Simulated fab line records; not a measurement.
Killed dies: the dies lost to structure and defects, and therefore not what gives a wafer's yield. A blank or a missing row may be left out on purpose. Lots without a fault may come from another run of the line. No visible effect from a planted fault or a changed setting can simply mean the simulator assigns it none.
Which tool is to blame? | flow gf180mcu | 13 lots with 39 wafers sampled at 6 steps, on a route of 602 steps

== WHAT EACH GAUGE READ, for each wafer ==
GF_CONTACT_RS_MEAS_25: the measuring method here is four-point-probe.
lot  | measured     | on            | CONTACT_W_RS (ohm/sq)
L394 | day 17 02:32 | film-metro-02 | 0.369 0.382 0.385
L395 | day 17 05:33 | film-metro-03 | 0.379 0.371 0.377
L396 | day 18 04:09 | film-metro-03 | 0.380 0.381 0.382
L398 | day 18 09:03 | film-metro-04 | 0.384 0.381 0.384
L399 | day 18 18:34 | film-metro-04 | 0.382 0.384 0.384
L401 | day 19 20:01 | film-metro-02 | 0.383 0.374 0.380
L403 | day 20 13:18 | film-metro-04 | 0.381 0.444 0.382
L404 | day 20 15:51 | film-metro-03 | 0.385 0.442 0.384
L405 | day 21 07:59 | film-metro-02 | 0.387 0.383 0.385
L407 | day 22 02:05 | film-metro-04 | 0.376 0.378 0.380
L413 | day 23 17:14 | film-metro-04 | 0.376 0.376 0.375
L414 | day 24 03:13 | film-metro-04 | 0.386 0.381 0.380
L415 | day 24 07:09 | film-metro-02 | 0.389 0.374 0.379

GF_CONTACT_THK_MEAS_26: measures by xrf.
lot  | measured     | on            | CONTACT_W_THK (nm)
L394 | day 17 02:38 | film-metro-02 | 317 304 303
L395 | day 17 05:40 | film-metro-03 | 305 312 305
L396 | day 18 04:16 | film-metro-03 | 303 305 307
L398 | day 18 09:10 | film-metro-04 | 305 307 306
L399 | day 18 18:40 | film-metro-04 | 307 306 307
L401 | day 19 20:08 | film-metro-02 | 307 315 307
L403 | day 20 13:24 | film-metro-04 | 307 263 306
L404 | day 20 15:58 | film-metro-03 | 305 265 305
L405 | day 21 08:06 | film-metro-02 | 299 301 300
L407 | day 22 02:11 | film-metro-04 | 311 310 310
L413 | day 23 17:20 | film-metro-04 | 314 313 313
L414 | day 24 03:19 | film-metro-04 | 302 306 308
L415 | day 24 07:16 | film-metro-02 | 299 314 307

GF_V1_BOW_MEAS_05.
lot  | measured     | on            | V1_BOW (um)
L394 | day 18 03:50 | film-metro-03 | 68 72 78
L395 | day 18 06:53 | film-metro-04 | 82 86 89
L396 | day 19 06:48 | film-metro-03 | 90 78 84
L398 | day 19 11:40 | film-metro-04 | 83 76 78
L399 | day 19 20:15 | film-metro-04 | 81 77 78
L401 | day 20 22:51 | film-metro-01 | 84 78 77
L403 | day 21 15:45 | film-metro-03 | 77 80 85
L404 | day 21 17:58 | film-metro-03 | 80 70 75
L405 | day 22 09:50 | film-metro-01 | 84 76 81
L407 | day 23 03:17 | film-metro-03 | 90 92 85
L413 | day 24 17:35 | film-metro-01 | 70 80 72
L414 | day 25 03:26 | film-metro-04 | 84 89 91
L415 | day 25 07:04 | film-metro-03 | 89 76 73

== EACH LOT AND THE TOOL THAT RAN IT (in order: tool; ch and the chambers of the sampled wafers; start) ==
lot  | GF_CONTACT_CVD_24             | GF_M1_SPUTTER_02             | GF_V1_CMP_04
L394 | cvd-w-01 ch 0,1, day 17 02:25 | pvd-sputter-01, day 17 03:16 | cmp-02 ch 0,1,2, day 18 03:32
L395 | cvd-w-02 ch 0,1, day 17 05:27 | pvd-sputter-03, day 17 06:21 | cmp-02 ch 1,3, day 18 06:38
L396 | cvd-w-02 ch 0,1, day 18 04:03 | pvd-sputter-04, day 18 04:46 | cmp-02 ch 0,1,2, day 19 06:30
L398 | cvd-w-02 ch 1, day 18 08:56   | pvd-sputter-04, day 18 09:38 | cmp-01 ch 0,2,3, day 19 11:23
L399 | cvd-w-02 ch 1, day 18 18:26   | pvd-sputter-03, day 18 19:09 | cmp-01 ch 0,1,3, day 19 20:02
L401 | cvd-w-01 ch 0,1, day 19 19:55 | pvd-sputter-04, day 19 20:38 | cmp-02 ch 0,2, day 20 22:36
L403 | cvd-w-01 ch 0,1, day 20 13:11 | pvd-sputter-03, day 20 13:52 | cmp-02 ch 0,1,3, day 21 15:28
L404 | cvd-w-01 ch 0,1, day 20 15:45 | pvd-sputter-01, day 20 16:28 | cmp-01 ch 0,1,2, day 21 17:46
L405 | cvd-w-02 ch 0,1, day 21 07:53 | pvd-sputter-04, day 21 08:35 | cmp-02 ch 0,2,3, day 22 09:35
L407 | cvd-w-02 ch 0,1, day 22 01:58 | pvd-sputter-01, day 22 02:40 | cmp-02 ch 1,2, day 23 02:58
L413 | cvd-w-02 ch 0,1, day 23 17:07 | pvd-sputter-03, day 23 17:49 | cmp-01 ch 0,2,3, day 24 17:16
L414 | cvd-w-02 ch 0,1, day 24 03:05 | pvd-sputter-01, day 24 03:54 | cmp-01 ch 0,2,3, day 25 03:07
L415 | cvd-w-01 ch 0,1, day 24 07:02 | pvd-sputter-04, day 24 07:44 | cmp-01 ch 1,2,3, day 25 06:53
- GF_CONTACT_CVD_24: deposits W, target thk 300 nm, time 90.339 s.
- GF_M1_SPUTTER_02: material AlCu, target thk 450 nm, time 23.9 s.
- GF_V1_CMP_04: polishes SiO2.

== WHAT THE TOOLS THEMSELVES READ (means of the sampled wafers that have a number; where no wafer has one, the mark that the record gives instead) ==
GF_CONTACT_CVD_24.
lot  | tool     | heater-power-w (W) | susceptor-temp-C (C)
L394 | cvd-w-01 | 870                | 400.00
L395 | cvd-w-02 | 878                | 399.93
L396 | cvd-w-02 | 892                | 400.00
L398 | cvd-w-02 | 779                | 400.17
L399 | cvd-w-02 | 789                | 400.03
L401 | cvd-w-01 | 895                | 399.81
L403 | cvd-w-01 | 864                | 397.17
L404 | cvd-w-01 | 866                | 397.33
L405 | cvd-w-02 | 878                | 400.16
L407 | cvd-w-02 | 840                | 399.77
L413 | cvd-w-02 | 838                | 400.11
L414 | cvd-w-02 | 849                | 400.09
L415 | cvd-w-01 | 900                | 399.93

GF_M1_SPUTTER_02.
lot  | tool           | throttle-valve-pct (%)
L394 | pvd-sputter-01 | 30.9
L395 | pvd-sputter-03 | 29.9
L396 | pvd-sputter-04 | 28.9
L398 | pvd-sputter-04 | 29.3
L399 | pvd-sputter-03 | 30.0
L401 | pvd-sputter-04 | 29.1
L403 | pvd-sputter-03 | 29.2
L404 | pvd-sputter-01 | 30.6
L405 | pvd-sputter-04 | 29.4
L407 | pvd-sputter-01 | 30.0
L413 | pvd-sputter-03 | 30.4
L414 | pvd-sputter-01 | 30.3
L415 | pvd-sputter-04 | 29.0

GF_V1_CMP_04.
lot  | tool   | motor-current-A (A) | time-to-endpoint-s (s)
L394 | cmp-02 | 11.9                | 78
L395 | cmp-02 | 13.2                | 75
L396 | cmp-02 | 12.2                | 74
L398 | cmp-01 | 13.5                | 82
L399 | cmp-01 | 12.8                | 84
L401 | cmp-02 | 11.4                | 76
L403 | cmp-02 | 12.6                | 74
L404 | cmp-01 | 12.9                | 87
L405 | cmp-02 | 12.0                | 72
L407 | cmp-02 | 13.3                | 89
L413 | cmp-01 | 13.2                | 83
L414 | cmp-01 | 13.5                | 77
L415 | cmp-01 | 12.6                | 76

== THE ANSWER, worked out from the rows above alone ==
Rule: what is usual is taken from the lots themselves. Put in order of their means at a reading, lots are off if they are a third of the lots or fewer, leave a main group of 4 or more, and stand apart from it by a gap of 3 or more times the standard deviation of the main group's means; of several such gaps the widest counts. If all means in a main group match to the digits the tables above print for the reading, that group is not used. A lot without any number at a reading at which 4 lots or more have one is off too. Where the step has rows for the other lots, those lots are counted as sound. First the gauges in route order, then the tools' own readings, where a lot's mean is used as printed above. The first step at which some lot is off is used, and at that step the reading that is off furthest; a lot without a number counts as furthest.
Off: at GF_CONTACT_RS_MEAS_25 (CONTACT_W_RS), L403, L404. Main group: mean 0.380 ohm/sq, sd 0.003.
If a tool, at a process step before that reading, ran all the lots that are off and no sound lot after the first of them, it fits. Not tried: the gauges at GF_CONTACT_RS_MEAS_25; whatever is off there is also off at GF_CONTACT_CVD_24, on other tools, and gauge error can't account for it. No candidate that was tried fits.

== WHAT THE SIMULATOR PUT IN ==
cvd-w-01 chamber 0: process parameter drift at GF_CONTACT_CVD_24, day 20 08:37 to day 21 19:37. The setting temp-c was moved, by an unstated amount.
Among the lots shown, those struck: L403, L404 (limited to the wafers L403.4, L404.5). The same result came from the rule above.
